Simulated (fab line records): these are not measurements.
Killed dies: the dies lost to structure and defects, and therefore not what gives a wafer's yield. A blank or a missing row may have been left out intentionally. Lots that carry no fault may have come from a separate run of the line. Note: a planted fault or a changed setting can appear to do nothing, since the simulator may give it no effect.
fab line records | flow sky130 | part 2 of 2: steps 28 to 37 of 37
record lots=5 wafers=15 last-day=49
route steps=708 shown CAP2M@619 METAL4@621 VIA4@639
lots with no fault: from the same line, run without faults
start-h: hours from the record's opening day to when the first of the lot's shown wafers began | wait-h: how many hours have passed since the lot's step before this one | " repeats the value in the row above | L1.1+2: one row covering several wafers at once | - no value, or no start given | * or withheld: withheld | < > ~ a bound
route shown NAME@n: names a module that has steps shown in the file, with the first one's number in the route | usual: mean/standard deviation taken from wafers without a fault | same: alike in all rows | chamber/n: place in a boat | sites: the reading at each site | _std_site: how widely they spread, as a standard deviation | _edge_site: mean of outer sites minus mean of inner sites | radius-mm: how far each site lies from the wafer's centre | mask NAME#n: copy n | behind: the most recent tool/chamber to have shaped the wafer | hold: what put the lot on hold/how long, in hours/how the hold closed | device: which transistor (n, p or np) failed to switch | end of line: the same wafers' tests at the end of the route | a step without rows: its recipe alone | killed: count of dies lost to structure and defects at first sort (not the wafer's yield) | map: a wafer's dies, marking killed ones x, the rest . and places with no die _
set.NAME: the setting the step ran with; set.NAME@STEP: the setting that earlier step ran with | model.NAME: the simulator's own value behind a step, which no gauge read
lots at some steps of the route; a table a step, a row a wafer
services: the hour from which a tool's chamber was out of use, counted from the record's first day as start-h (under 0 if before that day), plus the number of hours and why
## steps
# step SKY_VIA4_SOFTBAKE_07
# recipe temp-c=90 time-s=60 resist=NOVOLAK
# columns lot.wafer tool chamber start-h wait-h
L076.1+2+5 litho-track-02 0 989.02 0.1
L080.3+4+5 litho-track-04 0 1026.35 0.1
L083.1+3+5 litho-track-04 0 1048.85 0.1
L086.2+3+6 litho-track-04 0 1069.22 0.1
L093.1+2+6 litho-track-04 0 1119.80 0.1
# step SKY_VIA4_EXPOSE_08
# recipe mask-id=VIM4 na=0.6 source-shape=conventional sigma-outer=0.6 polarization=unpolarized target-cd-nm=800 dose-mj=132
# usual focus-offset-nm=0.0/0.52 stage-vel-mm-s=500.03/0.25
# same sigma-outer=0.6
# columns lot.wafer tool chamber start-h wait-h mask focus-offset-nm stage-vel-mm-s
L076.1 iline-stepper-02 0 - - VIM4#0 -0.1 500.00
L076.2 " 0 " " VIM4#0 -0.3 500.07
L076.5 " 0 " " VIM4#0 0.2 499.89
L080.3 iline-stepper-01 0 - - VIM4#0 -0.2 499.40
L080.4 " 0 " " VIM4#0 1.0 500.22
L080.5 " 0 " " VIM4#0 -0.2 499.69
L083.1 iline-stepper-02 0 - - VIM4#0 -0.9 500.36
L083.3 " 0 " " VIM4#0 -0.8 499.96
L083.5 " 0 " " VIM4#0 0.4 500.20
L086.2 iline-stepper-02 0 - - VIM4#0 0.0 500.14
L086.3 " 0 " " VIM4#0 0.1 500.43
L086.6 " 0 " " VIM4#0 -0.3 500.06
L093.1 iline-stepper-02 0 - - VIM4#0 -0.7 500.06
L093.2 " 0 " " VIM4#0 0.3 499.73
L093.6 " 0 " " VIM4#0 -0.6 500.20
# step SKY_VIA4_PEB_09
# recipe temp-c=withheld time-s=* resist=NOVOLAK
# columns lot.wafer tool chamber start-h wait-h
L076.1+2+5 litho-track-01 0 - -
L080.3+4+5 litho-track-04 0 - -
L083.1+3+5 litho-track-01 0 - -
L086.2+3+6 litho-track-02 0 - -
L093.1+2+6 litho-track-01 0 - -
# step SKY_VIA4_DEVELOP_10
# recipe resist=NOVOLAK developer=TMAH develop-time-s=60 dev-temp-c=23
# columns lot.wafer tool chamber start-h wait-h
L076.1+2+5 litho-track-01 0 1000.42 0.1
L080.3+4+5 litho-track-04 0 1037.05 0.1
L083.1+3+5 litho-track-01 0 1059.17 0.1
L086.2+3+6 litho-track-02 0 1079.49 0.1
L093.1+2+6 litho-track-01 0 1128.47 0.1
# step SKY_VIA4_OVL_MEAS_11
# usual VIA4_OVL=0.5/1.5
# columns lot.wafer tool chamber start-h wait-h VIA4_OVL[nm]
L076.1 overlay-02 - 1000.57 0.1 -0.6
L076.2 " - " " 0.4
L076.5 " - " " -1.1
L080.3 overlay-01 - 1037.16 0.1 2.9
L080.4 " - " " 2.1
L080.5 " - " " 2.4
L083.1 overlay-01 - 1059.32 0.1 -1.3
L083.3 " - " " 1.9
L083.5 " - " " 0.6
L086.2 overlay-02 - 1079.62 0.1 -2.1
L086.3 " - " " 0.3
L086.6 " - " " 0.2
L093.1 overlay-01 - 1128.62 0.1 1.6
L093.2 " - " " 3.0
L093.6 " - " " 2.5
# step SKY_VIA4_ETCH_12
# recipe target=SiO2 chemistry=C4F8/O2/Ar stop-on=TiN mask-material=NOVOLAK source-w=1500 bias-w=1200 pressure-mtorr=40 c4f8-flow-sccm=withheld O2_flow_sccm=6 Ar_flow_sccm=300 time-s=withheld target-depth-a=5800
# usual bias-w=1199/3.4 chamber-pressure-mTorr=40.00/0.038 oes-product-au=0.926/0.0044
# columns lot.wafer tool chamber start-h wait-h bias-w chamber-pressure-mTorr oes-product-au
L076.1 rie-diel-03 1 1000.60 0.0 1196 40.03 0.926
L076.2 " 3 " " 1196 40.00 0.923
L076.5 " 0 " " 1203 40.01 0.929
L080.3 rie-diel-03 3 1037.18 0.0 1192 39.99 0.923
L080.4 " 1 " " 1196 39.99 0.923
L080.5 " 3 " " 1201 39.98 0.931
L083.1 rie-diel-03 0 1059.36 0.0 1201 40.02 0.924
L083.3 " 1 " " 1194 39.95 0.931
L083.5 " 2 " " 1198 40.01 0.923
L086.2 rie-diel-02 2 1079.65 0.0 1208 39.99 0.931
L086.3 " 1 " " 1204 40.00 0.922
L086.6 " 1 " " 1204 39.99 0.925
L093.1 rie-diel-01 0 1128.66 0.0 1196 39.95 0.923
L093.2 " 2 " " 1202 40.03 0.915
L093.6 " 1 " " 1204 39.98 0.919
# step SKY_VIA4_STRIP_13
# recipe chemistry=O2/N2 power-w=1400 pressure-mtorr=1500 platen-temp-c=withheld o2-flow-sccm=3000 n2-flow-sccm=300 overash-fraction=0.5
# usual chamber-pressure-mTorr=1499.9/1.5 drypump-motor-current-A=5.8/0.31 oes-product-au=0.710/0.0046 strip-time-to-endpoint-s=12.82/0.038
# same overash-fraction=0.5
# columns lot.wafer tool chamber start-h wait-h chamber-pressure-mTorr drypump-motor-current-A oes-product-au rf-hours-counter-h strip-time-to-endpoint-s
L076.1 plasma-asher-02 1 1000.68 - 1499.5 6.0 0.712 87 12.83
L076.2 " 0 " " 1500.2 5.8 0.693 87 12.82
L076.5 " 1 " " 1503.6 5.9 0.713 - 12.82
L080.3 plasma-asher-03 0 1037.29 - 1500.6 6.1 0.695 - 12.83
L080.4 " 1 " " 1499.3 5.3 0.708 - 12.80
L080.5 " 1 " " 1500.4 5.3 0.707 - 12.80
L083.1 plasma-asher-03 1 1059.43 - 1500.7 5.3 0.712 63 12.88
L083.3 " 1 " " 1503.2 5.3 0.709 - 12.88
L083.5 " 0 " " 1501.7 6.0 0.715 - 12.86
L086.2 plasma-asher-03 0 1079.73 - 1500.8 6.0 0.712 65 12.86
L086.3 " 1 " " 1500.7 5.3 0.708 - 12.79
L086.6 " 1 " " 1501.6 5.3 0.710 - 12.87
L093.1 plasma-asher-03 0 1128.73 - 1502.6 6.1 0.706 70 12.78
L093.2 " 1 " " 1498.6 5.3 0.708 70 12.81
L093.6 " 0 " " 1498.4 6.1 0.706 - 12.80
# step SKY_VIA4_STRIP_14
# recipe chemistry=post-etch-residue-remover time-s=1200 temp-c=72.5
# usual temp-c=72.52/0.12
# columns lot.wafer tool chamber start-h wait-h temp-c
L076.1 wet-bench-02 1 1000.78 0.1 72.53
L076.2 " 1 " " 72.58
L076.5 " 1 " " 72.61
L080.3 wet-bench-04 3 1037.36 0.0 72.34
L080.4 " 3 " " 72.18
L080.5 " 3 " " 72.44
L083.1 wet-bench-02 2 1059.53 0.1 72.53
L083.3 " 2 " " 72.66
L083.5 " 2 " " 72.30
L086.2 wet-bench-02 0 1079.83 0.1 72.55
L086.3 " 0 " " 72.64
L086.6 " 0 " " 72.46
L093.1 wet-bench-02 2 1128.83 0.1 72.30
L093.2 " 2 " " 72.49
L093.6 " 2 " " 72.41
# step SKY_VIA4_CLEAN_15
# recipe chemistry=IPA time-s=180 temp-c=25
# usual temp-c=24.99/0.092
# columns lot.wafer tool chamber start-h wait-h temp-c
L076.1 wet-bench-04 3 1001.12 0.0 25.07
L076.2 " 3 " " 24.94
L076.5 " 3 " " 25.06
L080.3 wet-bench-02 1 1037.70 0.0 24.95
L080.4 " 1 " " 25.10
L080.5 " 1 " " 24.90
L083.1 wet-bench-04 0 1059.87 0.0 24.99
L083.3 " 0 " " 25.03
L083.5 " 0 " " 24.94
L086.2 wet-bench-01 2 1080.17 0.0 24.89
L086.3 " 2 " " 24.90
L086.6 " 2 " " 25.05
L093.1 wet-bench-04 3 1129.23 0.0 24.89
L093.2 " 3 " " 24.95
L093.6 " 3 " " 24.71
# step SKY_VIA4_CLEAN_16
# recipe chemistry=O3/DIW dry=n2-spin
# columns lot.wafer tool chamber start-h wait-h
L076.1+2+5 wet-bench-01 2 1001.18 0.0
L080.3+4+5 wet-bench-01 2 1037.76 0.0
L083.1+3+5 wet-bench-01 2 1059.99 0.0
L086.2+3+6 wet-bench-02 1 1080.23 0.0
L093.1+2+6 wet-bench-02 0 1129.29 0.0
## services
# columns tool chamber start-h hours kind
plasma-asher-04 - 932.23 0.7 repair
krf-scanner-01 - 932.34 1.3 pm
krf-scanner-01 - 935.03 1.0 pm
rie-diel-02 3 943.60 7.1 repair
hdpcvd-01 - 950.25 15.0 pm
cmp-01 - 955.08 1.2 repair
plasma-asher-03 - 956.32 8.3 repair
hdpcvd-01 - 965.25 2.8 pm
cmp-01 - 966.97 1.0 repair
hdpcvd-02 - 968.00 2.8 pm
cmp-02 - 970.35 5.6 pm
hdpcvd-01 - 982.11 1.8 repair
krf-scanner-01 - 983.50 0.8 pm
rie-metal-01 - 1000.67 4.0 pm
plasma-asher-02 - 1004.06 3.9 repair
rie-diel-03 0 1022.98 1.6 repair
rie-diel-03 1 1024.50 2.0 repair
rie-diel-04 1 1037.13 7.0 repair
cmp-02 - 1042.69 8.5 pm
rie-metal-01 0 1050.49 5.9 repair
rie-diel-03 3 1064.07 7.6 repair
cmp-02 - 1084.24 4.0 pm
krf-scanner-01 - 1104.03 1.0 pm
krf-scanner-01 - 1108.24 1.3 pm
